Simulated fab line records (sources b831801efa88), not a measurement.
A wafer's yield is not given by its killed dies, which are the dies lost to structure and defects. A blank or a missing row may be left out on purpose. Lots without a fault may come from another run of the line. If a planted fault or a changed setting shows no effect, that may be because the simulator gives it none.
Chamber matching -- flow sky130 -- 3 sister chambers for SKY_PASSIVATION_CVD_02 on pecvd-04
The step deposits Si3N4, target thk 540 nm. 14 wafers are shown with their chamber, then 7 later ones without.

## WAFERS PAIRED WITH THEIR CHAMBERS
wafer,chamber,heater_power_w (W)
L208.1,2,847
L208.4,0,712
L208.6,1,833
L209.1,2,806
L209.4,2,794
L209.5,0,756
L210.1,0,720
L210.3,0,744
L210.6,1,846
L219.1,0,686
L219.2,1,870
L219.4,1,701
L220.2,0,696
L220.5,0,740

SIGNATURES (averages over the wafers above)
reading,chamber 0,chamber 1,chamber 2,scatter within a chamber
heater_power_w,722.00,812.50,815.67,45.6
Rule: distance of a wafer from a chamber = root of the sum over the readings of ((wafer's reading minus chamber's mean) / reading's scatter) squared. The wafer belongs to the nearest chamber; if the next one is less than 2 further off, it can't be placed. The scatter is the square root of a quotient: the sum, over the shown wafers, of each reading's squared deviation from its chamber's mean, divided by wafers minus chambers.

## WAFERS MISSING THEIR CHAMBER
wafer,heater_power_w (W)
L220.6,797
L222.2,737
L222.4,808
L222.5,650
L223.3,669
L223.5,858
L223.6,803

## EACH ONE'S CHAMBER
wafer,from the rows above,in truth
L220.6,can't be placed: 1 or 2 or 0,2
L222.2,can't be placed: 0 or 1 or 2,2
L222.4,can't be placed: 1 or 2 or 0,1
L222.5,can't be placed: 0 or 1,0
L223.3,can't be placed: 0 or 1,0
L223.5,can't be placed: 2 or 1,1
L223.6,can't be placed: 1 or 2 or 0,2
0 of 7 placed correctly. These rows do not allow placing 7 (true chamber among the candidates in 7). Placed wrongly: 0.
